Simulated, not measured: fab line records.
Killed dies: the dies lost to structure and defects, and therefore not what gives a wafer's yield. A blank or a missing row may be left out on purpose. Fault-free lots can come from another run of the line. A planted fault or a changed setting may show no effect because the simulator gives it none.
Chamber matching / flow sky130 / SKY_VIA1_ETCH_14 on rieDiel-03 has 4 sister chambers
The step etches BARC in N2/H2, stops on SiO2, time 45.9 s, target depth 60 nm. 4 wafers are shown with their chamber, then 8 later ones without.

## WAFERS WITH THEIR CHAMBER
wafer=L685.6; chamber=1; drypumpMotorCurrentA (A)=5.5
wafer=L686.5; chamber=3; drypumpMotorCurrentA (A)=6.3
wafer=L686.6; chamber=2; drypumpMotorCurrentA (A)=6.5
wafer=L688.4; chamber=0; drypumpMotorCurrentA (A)=5.1

## WAFERS MISSING THEIR CHAMBER
wafer=L688.5; drypumpMotorCurrentA (A)=5.1
wafer=L688.6; drypumpMotorCurrentA (A)=6.3
wafer=L690.1; drypumpMotorCurrentA (A)=5.1
wafer=L690.5; drypumpMotorCurrentA (A)=5.0
wafer=L690.6; drypumpMotorCurrentA (A)=5.4
wafer=L692.2; drypumpMotorCurrentA (A)=6.3
wafer=L692.5; drypumpMotorCurrentA (A)=6.3
wafer=L692.6; drypumpMotorCurrentA (A)=5.0

## WHICH CHAMBER EACH WENT THROUGH
wafer=L688.5; from the rows above=0; in truth=0
wafer=L688.6; from the rows above=3; in truth=3
wafer=L690.1; from the rows above=0; in truth=0
wafer=L690.5; from the rows above=0; in truth=0
wafer=L690.6; from the rows above=1; in truth=1
wafer=L692.2; from the rows above=3; in truth=3
wafer=L692.5; from the rows above=3; in truth=3
wafer=L692.6; from the rows above=0; in truth=0
Placed correctly: 8 of 8. From these rows, 0 cannot be placed. Placed wrongly: 0.
How it was worked out, from the rows above alone: a wafer's distance from a chamber is the root of the sum, over the readings, of the square of ((its reading less the chamber's mean) divided by the reading's scatter). The wafer belongs to the nearest chamber; if the next one is less than 2 further off, it can't be placed. For every chamber, the mean is computed from those of its wafers that are shown. The scatter: root of mean squared gap, hidden wafer to nearest shown wafer, with one shown wafer a chamber.
